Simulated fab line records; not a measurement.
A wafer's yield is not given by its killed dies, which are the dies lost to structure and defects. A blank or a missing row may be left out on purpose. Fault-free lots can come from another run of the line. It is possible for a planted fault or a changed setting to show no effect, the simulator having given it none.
fab line records -- flow sky130
record lots=11, wafers=33, lastDay=50
route steps=708 shown METAL1@451 VIA1@467 METAL2@485
lots with no fault: from the same line, run without faults
startH: the number of hours between the record's first day and the start of the first shown wafer of the lot -- waitH: how many hours have passed since the lot's step before this one -- " repeats the value in the row above -- L1.1+2: one row covering several wafers at once -- - either no value or no given start -- * or withheld: withheld -- < > ~ a bound
route shown NAME@n: NAME is a module with steps in the file, n the number in the route of the first one -- usual: the fault-free wafers' mean and standard deviation -- same: alike in all rows -- chamber/n: place in a boat -- sites: readings site by site -- _std_site: the values' standard deviation -- _edge_site: mean of outer sites minus mean of inner sites -- radiusMm: for every site, how far away it sits from the centre of the wafer -- mask NAME#n: copy n -- behind: the most recent tool/chamber to have shaped the wafer -- hold: what put the lot on hold/how long, in hours/how the hold closed -- device: transistor that didn't switch, given as n, p or np -- end of line: the tests these same wafers got at the end of their route -- a step given without rows: its recipe and nothing more -- killed: count of dies lost to structure and defects at first sort (not the wafer's yield) -- map: the dies of a wafer, with x for killed, . for not killed, _ for no die there
set.NAME: the setting that was run; set.NAME@STEP: the one run at that earlier step -- model.NAME: the simulator's own value behind a step, which no gauge read
a sample of lots followed through the steps of the route, with each step as a table and each wafer as a row
services: a tool's chamber out of use, with start hour (startH, from the record's first day; less than 0 if before it), hours out, and reason
## steps
# step SKY_METAL1_DESCUM_17
# recipe chemistry=O2, sourcePowerW=150, biasPowerW=0, pressureMtorr=10, tempC=40, timeS=8
# usual drypumpMotorCurrentA=5.82/0.29, oesProductAu=0.996/0.013, tempC=40.01/0.11
lot.wafer,tool,chamber,startH,waitH,drypumpMotorCurrentA,oesProductAu,rfHoursCounterH,tempC
L827.2,rieMetal-02,1,796.00,0.0,5.56,1.013,12,39.89
L827.4,rieMetal-02,0,796.00,0.0,6.30,1.000,-,40.05
L827.5,rieMetal-02,1,796.00,0.0,5.56,1.009,-,39.98
L826.1,rieMetal-01,1,798.07,0.0,6.02,0.979,6,39.81
L826.4,rieMetal-01,1,798.07,0.0,6.02,0.985,-,40.14
L826.6,rieMetal-01,1,798.07,0.0,6.01,0.984,-,40.01
L828.2,rieMetal-04,0,800.09,0.0,5.68,0.991,15,40.16
L828.3,rieMetal-04,0,800.09,0.0,5.68,0.983,-,40.09
L828.5,rieMetal-04,1,800.09,0.0,5.72,0.987,-,40.07
L830.1,rieMetal-02,1,811.25,0.0,5.58,1.014,13,40.01
L830.2,rieMetal-02,0,811.25,0.0,6.30,0.986,1,40.04
L830.3,rieMetal-02,0,811.25,0.0,6.31,1.005,-,40.25
L831.2,rieMetal-01,1,820.85,0.0,6.02,0.990,7,40.04
L831.4,rieMetal-01,1,820.85,0.0,6.02,0.985,-,39.83
L831.6,rieMetal-01,1,820.85,0.0,6.01,0.984,-,39.85
L836.1,rieMetal-01,1,853.80,0.0,6.03,0.990,9,39.93
L836.2,rieMetal-01,1,853.80,0.0,6.03,0.984,-,39.99
L836.5,rieMetal-01,1,853.80,0.0,6.04,0.998,-,40.02
L837.1,rieMetal-02,1,858.92,0.0,5.58,1.004,14,40.03
L837.2,rieMetal-02,0,858.92,0.0,6.29,0.996,3,40.01
L837.4,rieMetal-02,1,858.92,0.0,5.57,1.006,-,39.85
L841.1,rieMetal-02,0,881.47,0.0,6.29,0.991,3,40.06
L841.4,rieMetal-02,0,881.47,0.0,6.31,0.998,-,40.08
L841.5,rieMetal-02,0,881.47,0.0,6.31,0.998,-,40.02
L844.1,rieMetal-01,0,904.64,0.0,5.49,1.011,1,40.27
L844.2,rieMetal-01,1,904.64,0.0,6.03,0.979,11,40.13
L844.4,rieMetal-01,1,904.64,0.0,6.03,0.976,-,39.93
L845.2,rieMetal-01,0,911.35,0.0,5.49,1.013,1,39.96
L845.5,rieMetal-01,1,911.35,0.0,6.03,0.981,-,39.83
L845.6,rieMetal-01,0,911.35,0.0,5.49,1.000,-,40.09
L847.2,rieMetal-04,1,932.27,0.0,5.71,0.989,11,40.02
L847.3,rieMetal-04,0,932.27,0.0,5.69,1.007,-,39.91
L847.4,rieMetal-04,1,932.27,0.0,5.70,0.989,-,39.90
# step SKY_METAL1_METAL_ETCH_19
# recipe targetDepthA=3600, stopOn=SiO2, overEtchFrac=0.3, timeS=78, chemistry=Cl2/BCl3, resistSidewallDeg=88, pressureMtorr=10, icpW=900, biasW=48.5, Cl2_flow_sccm=60, bcl3FlowSccm=30
# usual bcl3FlowSccm=30.00/0.086, drypumpMotorCurrentA=5.82/0.29, oesProductAu=0.853/0.0064, throttleValvePct=22.265/0.0094
lot.wafer,tool,chamber,startH,waitH,bcl3FlowSccm,drypumpMotorCurrentA,oesProductAu,rfHoursCounterH,throttleValvePct
L827.2,rieMetal-02,1,796.09,0.0,29.92,5.57,0.857,12,22.265
L827.4,rieMetal-02,0,796.09,0.0,29.88,6.30,0.857,-,22.284
L827.5,rieMetal-02,1,796.09,0.0,29.95,5.56,0.855,-,22.261
L826.1,rieMetal-01,1,798.17,0.0,29.92,6.02,0.853,6,22.266
L826.4,rieMetal-01,1,798.17,0.0,29.97,6.03,0.855,-,22.266
L826.6,rieMetal-01,1,798.17,0.0,29.91,6.04,0.859,-,22.265
L828.2,rieMetal-04,0,800.18,0.0,30.06,5.69,0.854,15,22.275
L828.3,rieMetal-04,0,800.18,0.0,30.00,5.69,0.862,-,22.267
L828.5,rieMetal-04,1,800.18,0.0,29.92,5.69,0.865,-,22.263
L830.1,rieMetal-02,1,811.34,0.0,29.98,5.57,0.855,13,22.259
L830.2,rieMetal-02,0,811.34,0.0,29.95,6.31,0.849,1,22.247
L830.3,rieMetal-02,0,811.34,0.0,30.00,6.31,0.859,-,22.266
L831.2,rieMetal-01,1,820.94,0.0,29.80,6.03,0.859,7,22.268
L831.4,rieMetal-01,1,820.94,0.0,29.95,6.02,0.855,-,22.259
L831.6,rieMetal-01,1,820.94,0.0,29.90,6.03,0.861,-,22.264
L836.1,rieMetal-01,1,853.99,0.1,30.06,6.03,0.851,9,22.264
L836.2,rieMetal-01,1,853.99,0.1,30.11,6.03,0.858,-,22.269
L836.5,rieMetal-01,1,853.99,0.1,30.22,6.03,0.843,-,22.256
L837.1,rieMetal-02,1,859.05,0.1,30.01,5.57,0.861,14,22.269
L837.2,rieMetal-02,0,859.05,0.1,30.08,6.32,0.857,3,22.269
L837.4,rieMetal-02,1,859.05,0.1,30.13,5.57,0.854,-,22.259
L841.1,rieMetal-02,0,881.57,0.0,30.03,6.30,0.851,3,22.279
L841.4,rieMetal-02,0,881.57,0.0,30.14,6.31,0.850,-,22.267
L841.5,rieMetal-02,0,881.57,0.0,30.12,6.31,0.860,-,22.262
L844.1,rieMetal-01,0,904.73,0.0,30.12,5.47,0.859,1,22.284
L844.2,rieMetal-01,1,904.73,0.0,30.11,6.03,0.851,11,22.268
L844.4,rieMetal-01,1,904.73,0.0,30.08,6.04,0.857,-,22.278
L845.2,rieMetal-01,0,911.44,0.0,30.03,5.47,0.851,1,22.270
L845.5,rieMetal-01,1,911.44,0.0,30.19,6.02,0.854,-,22.253
L845.6,rieMetal-01,0,911.44,0.0,30.08,5.49,0.857,-,22.268
L847.2,rieMetal-04,1,932.37,0.0,30.01,5.69,0.847,11,22.265
L847.3,rieMetal-04,0,932.37,0.0,30.01,5.67,0.845,-,22.275
L847.4,rieMetal-04,1,932.37,0.0,30.08,5.72,0.858,-,22.256
# step SKY_VIA1_EXPOSE_09
# recipe maskId=VIM, na=0.8, sourceShape=annular, sigmaInner=0.55, sigmaOuter=0.85, targetCdNm=150, doseMj=38
# usual exposureDoseMJCm2=37.92/0.041
# same sigmaOuter=0.85
lot.wafer,tool,chamber,startH,waitH,mask,exposureDoseMJCm2
L827.2,krfScanner-02,0,809.86,-,VIM#0,37.98
L827.4,krfScanner-02,0,809.86,-,VIM#0,38.00
L827.5,krfScanner-02,0,809.86,-,VIM#0,37.96
L826.1,krfScanner-02,0,812.23,-,VIM#0,38.04
L826.4,krfScanner-02,0,812.23,-,VIM#0,37.97
L826.6,krfScanner-02,0,812.23,-,VIM#0,37.93
L828.2,krfScanner-01,0,814.49,-,VIM#0,37.96
L828.3,krfScanner-01,0,814.49,-,VIM#0,38.00
L828.5,krfScanner-01,0,814.49,-,VIM#0,37.91
L830.1,krfScanner-01,0,826.79,-,VIM#0,37.98
L830.2,krfScanner-01,0,826.79,-,VIM#0,37.95
L830.3,krfScanner-01,0,826.79,-,VIM#0,37.98
L831.2,krfScanner-02,0,834.64,-,VIM#0,37.96
L831.4,krfScanner-02,0,834.64,-,VIM#0,37.86
L831.6,krfScanner-02,0,834.64,-,VIM#0,37.93
L836.1,krfScanner-02,0,868.48,-,VIM#0,37.94
L836.2,krfScanner-02,0,868.48,-,VIM#0,37.90
L836.5,krfScanner-02,0,868.48,-,VIM#0,37.94
L837.1,krfScanner-02,0,874.34,-,VIM#0,37.97
L837.2,krfScanner-02,0,874.34,-,VIM#0,37.99
L837.4,krfScanner-02,0,874.34,-,VIM#0,37.94
L841.1,krfScanner-02,0,895.28,-,VIM#0,37.93
L841.4,krfScanner-02,0,895.28,-,VIM#0,37.90
L841.5,krfScanner-02,0,895.28,-,VIM#0,37.92
L844.1,krfScanner-01,0,917.16,-,VIM#0,37.92
L844.2,krfScanner-01,0,917.16,-,VIM#0,37.90
L844.4,krfScanner-01,0,917.16,-,VIM#0,37.89
L845.2,krfScanner-01,0,925.00,-,VIM#0,37.92
L845.5,krfScanner-01,0,925.00,-,VIM#0,37.92
L845.6,krfScanner-01,0,925.00,-,VIM#0,37.93
L847.2,krfScanner-01,0,945.55,-,VIM#0,37.93
L847.3,krfScanner-01,0,945.55,-,VIM#0,37.90
L847.4,krfScanner-01,0,945.55,-,VIM#0,37.82
# step SKY_VIA1_OVL_MEAS_13
# usual VIA1_OVL=1/5
lot.wafer,tool,chamber,startH,waitH,VIA1_OVL[nm]
L827.2,overlay-01,-,823.88,0.1,-10
L827.4,overlay-01,-,823.88,0.1,-2
L827.5,overlay-01,-,823.88,0.1,-6
L826.1,overlay-02,-,825.55,0.1,0
L826.4,overlay-02,-,825.55,0.1,2
L826.6,overlay-02,-,825.55,0.1,4
L828.2,overlay-01,-,828.38,0.1,-2
L828.3,overlay-01,-,828.38,0.1,0
L828.5,overlay-01,-,828.38,0.1,-7
L830.1,overlay-01,-,839.25,0.1,-4
L830.2,overlay-01,-,839.25,0.1,-5
L830.3,overlay-01,-,839.25,0.1,2
L831.2,overlay-02,-,848.92,0.1,-4
L831.4,overlay-02,-,848.92,0.1,7
L831.6,overlay-02,-,848.92,0.1,6
L836.1,overlay-02,-,882.25,0.1,2
L836.2,overlay-02,-,882.25,0.1,1
L836.5,overlay-02,-,882.25,0.1,-1
L837.1,overlay-01,-,887.66,0.1,30
L837.2,overlay-01,-,887.66,0.1,32
L837.4,overlay-01,-,887.66,0.1,31
L841.1,overlay-01,-,908.32,0.1,34
L841.4,overlay-01,-,908.32,0.1,40
L841.5,overlay-01,-,908.32,0.1,35
L844.1,overlay-02,-,930.41,0.1,10
L844.2,overlay-02,-,930.41,0.1,13
L844.4,overlay-02,-,930.41,0.1,6
L845.2,overlay-02,-,938.48,0.1,-5
L845.5,overlay-02,-,938.48,0.1,8
L845.6,overlay-02,-,938.48,0.1,0
L847.2,overlay-02,-,958.53,0.1,7
L847.3,overlay-02,-,958.53,0.1,5
L847.4,overlay-02,-,958.53,0.1,-9
# step SKY_METAL2_SPUTTER_02
# recipe material=AlCu, targetThkNm=250, powerW=10600, timeS=13.3, chamberPressurePa=0.4
# usual cathodeDcPowerW=10600/2.1, throttleValvePct=30.3/0.83
lot.wafer,tool,chamber,startH,waitH,cathodeDcPowerW,throttleValvePct
L827.2,pvdSputter-04,-,825.27,0.0,10599,30.6
L827.4,pvdSputter-04,-,825.27,0.0,10596,29.5
L827.5,pvdSputter-04,-,825.27,0.0,10600,29.9
L826.1,pvdSputter-03,-,827.39,0.0,10600,29.9
L826.4,pvdSputter-03,-,827.39,0.0,10606,30.1
L826.6,pvdSputter-03,-,827.39,0.0,10601,30.2
L828.2,pvdSputter-03,-,829.87,0.0,10602,29.8
L828.3,pvdSputter-03,-,829.87,0.0,10600,32.4
L828.5,pvdSputter-03,-,829.87,0.0,10601,32.2
L830.1,pvdSputter-03,-,840.65,0.0,10601,30.2
L830.2,pvdSputter-03,-,840.65,0.0,10600,30.6
L830.3,pvdSputter-03,-,840.65,0.0,10598,29.9
L831.2,pvdSputter-04,-,850.57,0.0,10599,30.0
L831.4,pvdSputter-04,-,850.57,0.0,10597,30.7
L831.6,pvdSputter-04,-,850.57,0.0,10598,30.0
L836.1,pvdSputter-04,-,883.68,0.0,10603,29.9
L836.2,pvdSputter-04,-,883.68,0.0,10605,29.7
L836.5,pvdSputter-04,-,883.68,0.0,10600,30.6
L837.1,pvdSputter-01,-,889.06,0.0,10599,28.9
L837.2,pvdSputter-01,-,889.06,0.0,10602,30.7
L837.4,pvdSputter-01,-,889.06,0.0,10599,29.6
L841.1,pvdSputter-01,-,910.28,0.0,10598,30.6
L841.4,pvdSputter-01,-,910.28,0.0,10599,29.6
L841.5,pvdSputter-01,-,910.28,0.0,10601,30.9
L844.1,pvdSputter-03,-,931.88,0.0,10601,29.7
L844.2,pvdSputter-03,-,931.88,0.0,10599,32.4
L844.4,pvdSputter-03,-,931.88,0.0,10597,30.7
L845.2,pvdSputter-04,-,939.96,0.0,10603,30.1
L845.5,pvdSputter-04,-,939.96,0.0,10603,30.1
L845.6,pvdSputter-04,-,939.96,0.0,10603,30.6
L847.2,pvdSputter-01,-,959.96,0.0,10605,31.0
L847.3,pvdSputter-01,-,959.96,0.0,10600,29.5
L847.4,pvdSputter-01,-,959.96,0.0,10601,28.9
## services
tool,chamber,startH,hours,kind
krfScanner-01,-,775.81,1.3,pm
krfScanner-01,-,778.79,0.8,pm
krfScanner-01,-,780.44,1.0,pm
rieMetal-04,-,796.12,2.8,pm
pvdSputter-04,-,797.40,4.7,repair
pvdSputter-03,-,801.02,22.6,repair
krfScanner-02,-,805.17,1.0,pm
rieMetal-04,1,805.43,3.9,repair
krfScanner-02,-,814.91,4.0,pm
rieMetal-02,-,823.21,28.1,pm
krfScanner-02,-,837.15,17.0,repair
rieMetal-01,-,863.29,14.6,pm
rieMetal-02,-,868.90,0.4,repair
rieMetal-01,-,877.89,2.8,pm
krfScanner-02,-,893.19,0.8,pm
pvdSputter-01,-,893.72,3.4,repair
krfScanner-01,-,897.18,4.4,pm
krfScanner-02,-,904.74,1.3,pm
krfScanner-01,-,915.72,1.3,pm
krfScanner-01,-,947.60,0.8,pm
krfScanner-01,-,949.44,1.0,pm
pvdSputter-01,-,954.67,3.9,repair
pvdSputter-04,-,956.47,14.5,repair
pvdSputter-03,-,958.29,1.7,repair
## key
firstSign step=SKY_VIA1_OVL_MEAS_13, reading=VIA1_OVL, direction=up, sigmas=6.6, usual=1, struck=34
effect none on later readings
metAt SKY_VIA1_EXPOSE_09
struckLots L837,L841
notActingAt SKY_METAL1_DESCUM_17,SKY_METAL1_METAL_ETCH_19,SKY_METAL2_SPUTTER_02
onsetBetween 868.48 874.34
fault kind=scannerMatchingOverlay, tool=krfScanner-02, chamber=-, onsetH=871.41, steps=SKY_VIA1_EXPOSE_09, offset=29.542
